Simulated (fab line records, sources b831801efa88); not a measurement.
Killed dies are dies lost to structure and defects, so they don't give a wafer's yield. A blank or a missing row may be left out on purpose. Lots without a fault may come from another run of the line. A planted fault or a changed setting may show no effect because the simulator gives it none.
Chamber matching | flow sky130 | SKY_VIA2_ETCH_14 on rie_diel-04: 4 sister chambers
The step etches BARC in N2/H2, stops on SiO2, time 45.9 s, target depth 60 nm. 4 wafers are shown with their chamber, then 10 later ones without.

WAFERS WITH THEIR CHAMBER
wafer  | chamber | oes_product_au (a.u.)
L092.1 | 2       | 0.847
L092.5 | 0       | 0.853
L093.1 | 3       | 0.844
L093.2 | 1       | 0.849

WAFERS WITHOUT THEIR CHAMBER
wafer  | oes_product_au (a.u.)
L093.3 | 0.850
L095.1 | 0.850
L095.2 | 0.856
L095.3 | 0.856
L095.4 | 0.851
L095.5 | 0.853
L095.6 | 0.855
L097.2 | 0.855
L097.4 | 0.854
L097.6 | 0.846

WHICH CHAMBER EACH WENT THROUGH
wafer  | from the rows above          | in truth
L093.3 | can't be placed: 1 or 0 or 2 | 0
L095.1 | can't be placed: 1 or 0 or 2 | 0
L095.2 | 0                            | 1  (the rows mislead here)
L095.3 | 0                            | 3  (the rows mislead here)
L095.4 | can't be placed: 0 or 1 or 2 | 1
L095.5 | 0                            | 0
L095.6 | 0                            | 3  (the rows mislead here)
L097.2 | 0                            | 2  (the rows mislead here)
L097.4 | 0                            | 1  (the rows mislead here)
L097.6 | can't be placed: 2 or 3 or 1 | 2
Placed correctly: 1 of 10. Can't be placed from these rows: 4 (the true chamber is among the candidates in 4). Placed wrongly: 5.
How it was worked out, from the rows above alone: a wafer's distance from a chamber is the root of the sum, over the readings, of the square of ((its reading less the chamber's mean) divided by the reading's scatter). The wafer belongs to the nearest chamber; if the next one is less than 2 further off, it can't be placed. A chamber's mean is the mean of its shown wafers. The scatter: with one shown wafer a chamber, the root of the mean of the squares of how far each hidden wafer lies from its nearest shown one.
